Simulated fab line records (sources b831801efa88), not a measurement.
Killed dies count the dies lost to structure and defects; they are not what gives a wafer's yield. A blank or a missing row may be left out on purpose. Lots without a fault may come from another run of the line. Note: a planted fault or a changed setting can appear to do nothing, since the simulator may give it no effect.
Commonality check across tools | flow gf180mcu | 13 lots and 39 wafers in the sample

WHAT PROMPTED THE OPENING
GF_DNWELL_TW_MEAS_09, reading DNWELL_TW: flagged on 2 of 13 lots. Wafers without a fault read 1348, standard deviation 19.
Rule: a lot gets a flag if all its wafers with a number sit over 4 standard deviations from that mean, or if no wafer of it has a number. The other lots count as sound.

lot  | measured    | on           | DNWELL_TW, wafer by wafer | flag
L957 | day 2 18:44 | filmMetro-01 | 1345 1344 1348            | 
L958 | day 3 00:00 | filmMetro-04 | 1376 1377 1376            | 
L959 | day 3 06:22 | filmMetro-01 | 1361 1356 1356            | 
L961 | day 3 15:48 | filmMetro-01 | 1355 1360 1355            | 
L963 | day 4 02:42 | filmMetro-04 | 1378 1379 1380            | 
L964 | day 4 07:07 | filmMetro-04 | 1360 1369 1370            | 
L965 | day 4 12:34 | filmMetro-03 | 1321 1323 1320            | 
L966 | day 4 17:11 | filmMetro-01 | 1347 1341 1342            | 
L967 | day 5 01:04 | filmMetro-04 | 1367 1374 1366            | 
L968 | day 5 05:20 | filmMetro-01 | 1340 1344 1345            | 
L969 | day 5 12:23 | filmMetro-01 | 1335 1338 1333            | 
L978 | day 7 09:55 | filmMetro-01 | 1204 1207 1201            | FLAGGED
L979 | day 7 15:02 | filmMetro-01 | 1220 1218 1211            | FLAGGED
The numbers of the flagged lots are 1210 on average: -138 against the usual, or -7 standard deviations.

EACH LOT AND THE TOOL IT RAN ON
The record holds 1 process step before the reading, out of a route of 602 steps. Each cell gives the tool, then ch followed by the chambers the sampled wafers passed through, then the start.
lot  | flag    | GF_DNWELL_IMPLANT_07
L957 |         | implanter-04 ch 0, day 2 18:31
L958 |         | implanter-01 ch 0, day 2 23:45
L959 |         | implanter-04 ch 0, day 3 06:07
L961 |         | implanter-04 ch 0, day 3 15:35
L963 |         | implanter-01 ch 0, day 4 02:27
L964 |         | implanter-04 ch 0, day 4 06:53
L965 |         | implanter-03 ch 0, day 4 12:19
L966 |         | implanter-01 ch 0, day 4 16:56
L967 |         | implanter-04 ch 0, day 5 00:50
L968 |         | implanter-04 ch 0, day 5 05:05
L969 |         | implanter-03 ch 0, day 5 12:08
L978 | FLAGGED | implanter-04 ch 0, day 7 09:40
L979 | FLAGGED | implanter-04 ch 0, day 7 14:47
What these steps do:
- GF_DNWELL_IMPLANT_07
- GF_DNWELL_TW_MEAS_09

FLAGGED AGAINST TOTAL, ONE TOOL AT A TIME (gauges that did the reading follow at the end)
step                 | tool         | lots run | flagged | share of the flagged lots | sound lots run after its first flagged lot
GF_DNWELL_IMPLANT_07 | implanter-01 | 3        | 0       | none                      | -
GF_DNWELL_IMPLANT_07 | implanter-03 | 2        | 0       | none                      | -
GF_DNWELL_IMPLANT_07 | implanter-04 | 8        | 2       | all                       | 0
GF_DNWELL_TW_MEAS_09 | filmMetro-01 | 8        | 2       | all                       | 0
GF_DNWELL_TW_MEAS_09 | filmMetro-03 | 1        | 0       | none                      | -
GF_DNWELL_TW_MEAS_09 | filmMetro-04 | 4        | 0       | none                      | -

WHAT THE TABLE PERMITS
2 rows of the table ran every flagged lot: implanter-04 at GF_DNWELL_IMPLANT_07, filmMetro-01 at GF_DNWELL_TW_MEAS_09.
- implanter-04 at GF_DNWELL_IMPLANT_07 ran 8 lots, 2 of them flagged. It ran its last sound lot, L968, at day 5 05:05 and its first flagged lot, L978, at day 7 09:40: a fault with its onset between the two fits. Its own readings (doseIonsCm2, faradayCurrentUA) fall more than 4 standard deviations out on all wafers of the flagged lots.
- filmMetro-01 at GF_DNWELL_TW_MEAS_09 ran 8 lots, 2 of them flagged. It ran its last sound lot, L969, at day 5 12:23 and its first flagged lot, L978, at day 7 09:55: a fault with its onset between the two fits.
Counting lots can't tell these 2 tools apart, because each fits a fault that began at some hour. More lots, or a look at what each step does to the wafer, might.

WHAT THE SIMULATOR PUT IN
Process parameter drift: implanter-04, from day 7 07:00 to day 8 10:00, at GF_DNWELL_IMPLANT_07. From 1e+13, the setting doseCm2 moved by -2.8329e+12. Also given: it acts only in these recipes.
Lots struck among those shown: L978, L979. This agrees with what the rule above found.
